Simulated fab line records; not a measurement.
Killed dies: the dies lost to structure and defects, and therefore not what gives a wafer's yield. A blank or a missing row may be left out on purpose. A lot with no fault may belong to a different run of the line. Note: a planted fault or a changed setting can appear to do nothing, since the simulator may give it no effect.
fab line records ; flow sky130
record lots=12; wafers=36; last_day=50
route steps=708 shown METAL1@435 VIA1@463 METAL2@483 PAD_OPEN@708
lots with no fault: from the same line, run without faults
start_h: hours from the record's opening day to when the first of the lot's shown wafers began ; wait_h: time in hours since the lot's previous step ; " identical to the entry in the row above ; L1.1+2: a row that stands for several wafers ; - no value, or no start given ; * or withheld: withheld ; < > ~ a bound
route shown NAME@n: a module of which the file shows steps, and the number in the route of the first ; usual: mean and standard deviation over wafers with no fault ; same: alike in all rows ; chamber/n: place in a boat ; sites: each site's reading ; _std_site: the values' standard deviation ; _edge_site: inner sites' mean taken away from outer sites' mean ; radius_mm: how far each site lies from the wafer's centre ; mask NAME#n: copy n ; behind: the last tool/chamber to shape the wafer ; hold: why the lot went on hold/how many hours it stayed there/how the hold came to an end ; device: whichever transistor did not switch (one of n, p or np) ; end of line: tests run on the same wafers once the route is complete ; a step with no rows: only its recipe ; killed: at the first sort, the dies lost to defects and structure; wafer yield is something else ; map: per-die view of a wafer (x killed, . not killed, _ where there is no die)
set.NAME: setting as actually run; set.NAME@STEP: the setting as run at that earlier step ; model.NAME: the simulator's own value behind a step, which no gauge read
steps of the route over a sample of lots; a table a step, a row a wafer
services: the hour from which a tool's chamber was out of use, counted from the record's first day as start_h (under 0 if before that day), plus the number of hours and why
## steps
# step SKY_METAL1_SPUTTER_01
# recipe material=TiN; target_thk_nm=20; power_w=6500; time_s=16.7; chamber_pressure_pa=0.4
# usual cathode_dc_power_W=6500.1/1.1; chamber_pressure_pa=0.4000/0.00078; throttle_valve_pct=30.1/0.74
lot.wafer;tool;chamber;start_h;wait_h;cathode_dc_power_W;chamber_pressure_pa;throttle_valve_pct
L110.1;pvd_sputter-04;-;752.04;0.0;6499.1;0.3982;30.3
L110.3;pvd_sputter-04;-;752.04;0.0;6501.6;0.3997;28.9
L110.6;pvd_sputter-04;-;752.04;0.0;6500.2;0.3996;31.1
L111.1;pvd_sputter-01;-;758.47;0.0;6500.1;0.4002;29.5
L111.2;pvd_sputter-01;-;758.47;0.0;6500.7;0.4011;31.0
L111.3;pvd_sputter-01;-;758.47;0.0;6500.8;0.3996;30.2
L114.1;pvd_sputter-01;-;784.39;0.0;6499.3;0.3993;29.3
L114.2;pvd_sputter-01;-;784.39;0.0;6499.5;0.3996;29.7
L114.3;pvd_sputter-01;-;784.39;0.0;6497.5;0.3997;30.3
L116.3;pvd_sputter-01;-;798.18;0.0;6498.7;0.3993;30.4
L116.4;pvd_sputter-01;-;798.18;0.0;6500.1;0.3997;29.6
L116.6;pvd_sputter-01;-;798.18;0.0;6498.3;0.3994;29.5
L120.1;pvd_sputter-03;-;841.50;0.0;6500.1;0.4001;30.5
L120.2;pvd_sputter-03;-;841.50;0.0;6500.1;0.3999;29.1
L120.3;pvd_sputter-03;-;841.50;0.0;6499.7;0.4003;30.8
L121.1;pvd_sputter-01;-;847.06;0.0;6499.4;0.3997;29.6
L121.5;pvd_sputter-01;-;847.06;0.0;6499.0;0.3991;30.3
L121.6;pvd_sputter-01;-;847.06;0.0;6501.5;0.4001;29.8
L124.3;pvd_sputter-04;-;861.83;0.0;6498.8;0.4011;29.0
L124.5;pvd_sputter-04;-;861.83;0.0;6501.0;0.4019;28.6
L124.6;pvd_sputter-04;-;861.83;0.0;6500.0;0.4001;31.3
L129.1;pvd_sputter-01;-;888.13;0.0;6498.3;0.4004;29.4
L129.3;pvd_sputter-01;-;888.13;0.0;6499.0;0.4004;30.3
L129.6;pvd_sputter-01;-;888.13;0.0;6500.9;0.4008;31.1
L128.3;pvd_sputter-04;-;894.11;0.0;6501.6;0.4001;31.1
L128.4;pvd_sputter-04;-;894.11;0.0;6500.3;0.4008;28.6
L128.5;pvd_sputter-04;-;894.11;0.0;6500.7;0.4012;28.8
L130.1;pvd_sputter-03;-;901.61;0.0;6500.1;0.3990;30.8
L130.2;pvd_sputter-03;-;901.61;0.0;6500.2;0.4000;30.5
L130.4;pvd_sputter-03;-;901.61;0.0;6498.2;0.3998;29.2
L131.1;pvd_sputter-03;-;907.66;0.0;6499.7;0.4015;30.1
L131.2;pvd_sputter-03;-;907.66;0.0;6499.7;0.3993;30.9
L131.5;pvd_sputter-03;-;907.66;0.0;6500.6;0.4016;29.2
L133.1;pvd_sputter-03;-;919.25;0.0;6499.9;0.4013;30.6
L133.4;pvd_sputter-03;-;919.25;0.0;6501.1;0.3995;30.3
L133.5;pvd_sputter-03;-;919.25;0.0;6499.6;0.3999;30.3
# step SKY_VIA1_HMDS_05
# recipe prime_time_s=60; prime_temp_c=120
# usual prime_temp_c=120.02/0.15
lot.wafer;tool;chamber;start_h;wait_h;prime_temp_c
L110.1;litho_track-01;0;793.90;0.1;120.17
L110.3;litho_track-01;0;793.90;0.1;120.15
L110.6;litho_track-01;0;793.90;0.1;120.02
L111.1;litho_track-03;0;799.82;0.1;120.06
L111.2;litho_track-03;0;799.82;0.1;119.84
L111.3;litho_track-03;0;799.82;0.1;119.96
L114.1;litho_track-01;0;824.45;0.1;120.14
L114.2;litho_track-01;0;824.45;0.1;119.83
L114.3;litho_track-01;0;824.45;0.1;120.22
L116.3;litho_track-01;0;839.15;0.1;120.24
L116.4;litho_track-01;0;839.15;0.1;120.24
L116.6;litho_track-01;0;839.15;0.1;120.25
L120.1;litho_track-01;0;881.40;0.1;123.27
L120.2;litho_track-01;0;881.40;0.1;123.32
L120.3;litho_track-01;0;881.40;0.1;123.32
L121.1;litho_track-03;0;887.67;0.1;119.97
L121.5;litho_track-03;0;887.67;0.1;119.91
L121.6;litho_track-03;0;887.67;0.1;119.83
L124.3;litho_track-01;0;902.40;0.1;123.24
L124.5;litho_track-01;0;902.40;0.1;122.95
L124.6;litho_track-01;0;902.40;0.1;123.09
L129.1;litho_track-03;0;926.62;0.1;119.87
L129.3;litho_track-03;0;926.62;0.1;120.02
L129.6;litho_track-03;0;926.62;0.1;120.12
L128.3;litho_track-02;0;933.63;0.1;119.87
L128.4;litho_track-02;0;933.63;0.1;120.03
L128.5;litho_track-02;0;933.63;0.1;119.98
L130.1;litho_track-02;0;941.03;0.1;120.14
L130.2;litho_track-02;0;941.03;0.1;120.08
L130.4;litho_track-02;0;941.03;0.1;119.83
L131.1;litho_track-03;0;947.07;0.1;119.57
L131.2;litho_track-03;0;947.07;0.1;119.82
L131.5;litho_track-03;0;947.07;0.1;120.00
L133.1;litho_track-03;0;957.42;0.1;120.10
L133.4;litho_track-03;0;957.42;0.1;119.76
L133.5;litho_track-03;0;957.42;0.1;119.98
# step SKY_METAL2_SPUTTER_00
# recipe material=Ti; target_thk_nm=15; power_w=3000; time_s=10; chamber_pressure_pa=0.4
# usual cathode_dc_power_W=2999.9/0.63; chamber_pressure_pa=0.4001/0.00077; throttle_valve_pct=30.1/0.78
lot.wafer;tool;chamber;start_h;wait_h;cathode_dc_power_W;chamber_pressure_pa;throttle_valve_pct
L110.1;pvd_sputter-03;-;808.92;0.2;3000.9;0.4001;30.3
L110.3;pvd_sputter-03;-;808.92;0.2;3000.4;0.3998;29.0
L110.6;pvd_sputter-03;-;808.92;0.2;2999.5;0.4000;30.9
L111.1;pvd_sputter-03;-;815.22;0.2;3000.4;0.4009;29.2
L111.2;pvd_sputter-03;-;815.22;0.2;2999.9;0.3994;30.9
L111.3;pvd_sputter-03;-;815.22;0.2;2999.7;0.3998;30.3
L114.1;pvd_sputter-04;-;839.85;0.1;2998.9;0.4002;30.2
L114.2;pvd_sputter-04;-;839.85;0.1;2999.9;0.4001;28.9
L114.3;pvd_sputter-04;-;839.85;0.1;2999.1;0.4011;31.0
L116.3;pvd_sputter-04;-;854.30;0.2;3000.0;0.4006;28.5
L116.4;pvd_sputter-04;-;854.30;0.2;3000.3;0.4003;29.9
L116.6;pvd_sputter-04;-;854.30;0.2;2999.4;0.4004;30.8
L120.1;pvd_sputter-04;-;896.27;0.1;3000.4;0.3998;29.8
L120.2;pvd_sputter-04;-;896.27;0.1;3000.4;0.3995;31.0
L120.3;pvd_sputter-04;-;896.27;0.1;2999.4;0.4015;29.1
L121.1;pvd_sputter-04;-;902.63;0.1;2999.7;0.3995;30.8
L121.5;pvd_sputter-04;-;902.63;0.1;3000.2;0.4001;30.4
L121.6;pvd_sputter-04;-;902.63;0.1;3000.5;0.4008;29.9
L124.3;pvd_sputter-04;-;916.99;0.1;3000.6;0.3998;30.5
L124.5;pvd_sputter-04;-;916.99;0.1;2999.9;0.3991;29.6
L124.6;pvd_sputter-04;-;916.99;0.1;2998.8;0.3998;30.5
L129.1;pvd_sputter-04;-;941.05;0.1;2999.9;0.4003;29.8
L129.3;pvd_sputter-04;-;941.05;0.1;2999.6;0.3999;30.6
L129.6;pvd_sputter-04;-;941.05;0.1;3000.9;0.3994;30.0
L128.3;pvd_sputter-03;-;948.35;0.2;3000.5;0.3993;30.8
L128.4;pvd_sputter-03;-;948.35;0.2;2999.4;0.4007;29.4
L128.5;pvd_sputter-03;-;948.35;0.2;3000.7;0.3991;30.0
L130.1;pvd_sputter-03;-;955.58;0.2;3000.8;0.3995;30.8
L130.2;pvd_sputter-03;-;955.58;0.2;3000.2;0.3991;29.1
L130.4;pvd_sputter-03;-;955.58;0.2;3000.2;0.3994;30.3
L131.1;pvd_sputter-03;-;961.48;0.2;2999.9;0.4011;30.8
L131.2;pvd_sputter-03;-;961.48;0.2;2999.3;0.3998;29.0
L131.5;pvd_sputter-03;-;961.48;0.2;2999.5;0.3997;30.1
L133.1;pvd_sputter-02;-;971.19;0.1;2999.6;0.4001;31.8
L133.4;pvd_sputter-02;-;971.19;0.1;3000.9;0.3996;29.3
L133.5;pvd_sputter-02;-;971.19;0.1;2998.8;0.4009;30.3
# step SKY_METAL2_SPUTTER_02
# recipe material=AlCu; target_thk_nm=250; power_w=10600; time_s=13.3; chamber_pressure_pa=0.4
# usual cathode_dc_power_W=10600/1.8; chamber_pressure_pa=0.4000/0.00078; throttle_valve_pct=30.2/0.79
lot.wafer;tool;chamber;start_h;wait_h;cathode_dc_power_W;chamber_pressure_pa;throttle_valve_pct
L110.1;pvd_sputter-03;-;808.96;0.0;10597;0.3992;30.4
L110.3;pvd_sputter-03;-;808.96;0.0;10597;0.4000;29.1
L110.6;pvd_sputter-03;-;808.96;0.0;10600;0.3993;30.4
L111.1;pvd_sputter-03;-;815.27;0.0;10599;0.4009;28.9
L111.2;pvd_sputter-03;-;815.27;0.0;10601;0.3996;30.9
L111.3;pvd_sputter-03;-;815.27;0.0;10602;0.4001;30.6
L114.1;pvd_sputter-04;-;839.90;0.0;10600;0.4015;30.7
L114.2;pvd_sputter-04;-;839.90;0.0;10601;0.4001;28.8
L114.3;pvd_sputter-04;-;839.90;0.0;10598;0.4011;31.0
L116.3;pvd_sputter-04;-;854.35;0.0;10604;0.4010;29.0
L116.4;pvd_sputter-04;-;854.35;0.0;10600;0.4010;29.9
L116.6;pvd_sputter-04;-;854.35;0.0;10597;0.3996;30.9
L120.1;pvd_sputter-04;-;896.32;0.0;10598;0.4004;29.9
L120.2;pvd_sputter-04;-;896.32;0.0;10598;0.3984;31.1
L120.3;pvd_sputter-04;-;896.32;0.0;10600;0.4002;28.8
L121.1;pvd_sputter-04;-;902.68;0.0;10596;0.3995;31.1
L121.5;pvd_sputter-04;-;902.68;0.0;10599;0.3996;30.7
L121.6;pvd_sputter-04;-;902.68;0.0;10598;0.4006;29.6
L124.3;pvd_sputter-04;-;917.04;0.0;10601;0.4005;30.4
L124.5;pvd_sputter-04;-;917.04;0.0;10599;0.4006;30.1
L124.6;pvd_sputter-04;-;917.04;0.0;10596;0.4001;30.5
L129.1;pvd_sputter-04;-;941.10;0.0;10598;0.4004;29.9
L129.3;pvd_sputter-04;-;941.10;0.0;10604;0.3998;30.6
L129.6;pvd_sputter-04;-;941.10;0.0;10600;0.4004;29.8
L128.3;pvd_sputter-03;-;948.40;0.0;10600;0.3998;30.8
L128.4;pvd_sputter-03;-;948.40;0.0;10599;0.3985;29.1
L128.5;pvd_sputter-03;-;948.40;0.0;10599;0.3992;30.4
L130.1;pvd_sputter-03;-;955.63;0.0;10598;0.3998;30.6
L130.2;pvd_sputter-03;-;955.63;0.0;10597;0.4005;29.2
L130.4;pvd_sputter-03;-;955.63;0.0;10602;0.3994;30.2
L131.1;pvd_sputter-03;-;961.53;0.0;10598;0.3996;30.7
L131.2;pvd_sputter-03;-;961.53;0.0;10599;0.3993;29.1
L131.5;pvd_sputter-03;-;961.53;0.0;10600;0.3988;30.3
L133.1;pvd_sputter-02;-;971.24;0.0;10600;0.3988;31.4
L133.4;pvd_sputter-02;-;971.24;0.0;10603;0.4000;29.4
L133.5;pvd_sputter-02;-;971.24;0.0;10596;0.3999;30.3
# step SKY_PAD_OPEN_PROBE_99
# usual defect_limited_yield=82.3/2.2; killed_at_M0_to_M3=43/7.3; killed_at_M4_up=3.2/1.9; killed_at_contacts=25/5.4; killed_at_front_end=16/4.4; killed_at_other=0.4/0.66; killed_dies=87/11; killed_open=48/7.9; killed_short=39/6.5; sort_bin_3_pad_short=0.8/0.43; sort_bin_5_function=10.5/1.6; sort_bin_6_memory=6.4/1.2; sort_n_pass=405/11; sort_yield_pct=82.3/2.2
# same gross_dies=492; killed_at_back_side=0; sort_bin_4_leakage[%]=0; sort_bin_8_speed[%]=0
lot.wafer;tool;chamber;start_h;wait_h;defect_limited_yield[%];killed_at_M0_to_M3;killed_at_M4_up;killed_at_contacts;killed_at_front_end;killed_at_other;killed_dies;killed_open;killed_short;sort_bin_3_pad_short[%];sort_bin_5_function[%];sort_bin_6_memory[%];sort_n_pass;sort_yield_pct[%]
L129.1;prober-02;-;1189.46;0.1;87.4;29;2;23;8;0;62;29;33;1.0;7.1;4.5;430;87.4
L129.3;prober-02;-;1189.56;0.2;83.9;40;3;25;10;1;79;49;29;1.6;9.8;4.7;413;83.9
L129.6;prober-02;-;1189.71;0.2;82.9;42;1;24;17;0;84;43;41;0.8;10.8;5.5;408;82.9
L128.3;prober-01;-;1195.65;0.2;81.7;45;4;25;15;1;90;55;35;1.6;11.2;5.5;402;81.7
L128.4;prober-01;-;1195.70;0.2;82.1;52;0;28;7;1;88;42;45;0.8;11.6;5.5;404;82.1
L128.5;prober-01;-;1195.75;0.2;85.0;39;5;17;12;1;74;38;36;0.4;10.2;4.5;418;85.0
L130.1;prober-02;-;1200.16;0.1;82.9;42;6;19;17;0;84;47;37;0.6;9.3;7.1;408;82.9
L130.2;prober-02;-;1200.21;0.1;86.6;32;2;16;14;2;66;39;27;0.8;7.9;4.7;426;86.6
L130.4;prober-02;-;1200.31;0.2;84.8;42;2;17;14;0;75;40;35;0.8;8.7;5.7;417;84.8
# killed by level:class
L129.1 METAL2:geometric_particle:short=7 LI_CONTACT:geometric_particle:open=7 CONTACT:geometric_particle:open=6 CONTACT:geometric_particle:short=6 VIA1:geometric_particle:short=5 VIA2:geometric_particle:open=5 VIA1:geometric_particle:open=4 VIA2:geometric_particle:short=2
L129.3 CONTACT:geometric_particle:open=11 VIA3:geometric_particle:open=11 VIA1:geometric_particle:open=8 LI_CONTACT:geometric_particle:open=7 VIA2:geometric_particle:open=7 FIELD_ISO:geometric_particle:short=4 CONTACT:geometric_particle:short=4 METAL2:geometric_particle:short=4
L129.6 CONTACT:geometric_particle:open=9 VIA3:geometric_particle:open=7 FIELD_ISO:geometric_particle:short=6 METAL2:geometric_particle:short=6 VIA3:geometric_particle:short=6 LI_CONTACT:geometric_particle:open=5 LOCAL_INTERCONNECT:geometric_particle:short=5 VIA1:geometric_particle:open=5
L128.3 LI_CONTACT:geometric_particle:open=9 METAL1:geometric_particle:short=8 VIA3:geometric_particle:open=8 CONTACT:geometric_particle:open=6 VIA1:geometric_particle:open=6 VIA2:geometric_particle:open=6 FIELD_ISO:geometric_particle:open=5 LOCAL_INTERCONNECT:geometric_particle:open=5
L128.4 VIA1:geometric_particle:short=9 VIA2:geometric_particle:short=9 CONTACT:geometric_particle:open=8 LI_CONTACT:geometric_particle:open=7 VIA1:geometric_particle:open=7 VIA3:geometric_particle:open=7 VIA2:geometric_particle:open=6 LI_CONTACT:geometric_particle:short=5
L128.5 VIA1:geometric_particle:open=8 METAL1:geometric_particle:short=8 VIA2:geometric_particle:open=6 LOCAL_INTERCONNECT:geometric_particle:short=6 CONTACT:geometric_particle:open=6 POLY_GATE:geometric_particle:open=4 METAL3:geometric_particle:short=4 METAL4:geometric_particle:short=4
L130.1 CONTACT:geometric_particle:open=11 VIA3:geometric_particle:open=8 VIA1:geometric_particle:open=7 METAL1:geometric_particle:short=5 VIA2:geometric_particle:open=5 VIA3:geometric_particle:short=5 METAL4:geometric_particle:short=4 LI_CONTACT:geometric_particle:open=4
L130.2 VIA1:geometric_particle:open=8 LI_CONTACT:geometric_particle:open=6 VIA2:geometric_particle:open=6 CONTACT:geometric_particle:open=5 METAL1:geometric_particle:short=4 POLY_GATE:geometric_particle:open=3 POLY_GATE:geometric_particle:short=3 LOCAL_INTERCONNECT:geometric_particle:short=3
L130.4 VIA1:geometric_particle:open=11 METAL2:geometric_particle:short=6 VIA2:geometric_particle:open=6 LI_CONTACT:geometric_particle:open=5 VIA1:geometric_particle:short=5 POLY_GATE:geometric_particle:short=4 CONTACT:geometric_particle:open=4 FIELD_ISO:geometric_particle:short=3
## services
tool;chamber;start_h;hours;kind
pvd_sputter-03;-;732.54;11.1;repair
pvd_sputter-04;-;767.78;13.7;repair
pvd_sputter-01;-;871.05;5.2;repair
pvd_sputter-02;-;884.12;2.7;repair
pvd_sputter-02;-;905.39;1.8;repair
pvd_sputter-03;-;945.43;2.0;repair
pvd_sputter-04;-;952.73;1.8;repair
## key
first_sign step=SKY_VIA1_HMDS_05; reading=prime_temp_c; direction=up; sigmas=21; usual=*; struck=*
effect none on later readings
met_at SKY_VIA1_HMDS_05
struck_lots L120,L124
not_acting_at SKY_METAL1_SPUTTER_01,SKY_METAL2_SPUTTER_00,SKY_METAL2_SPUTTER_02
onset_between 839.15 881.40
fault kind=process_parameter_drift; tool=litho_track-01; chamber=-; onset_h=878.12; steps=SKY_VIA1_HMDS_05; channel=prime_temp_c; offset=*; shape=step; end_h=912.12; acts_in=*; stated=*
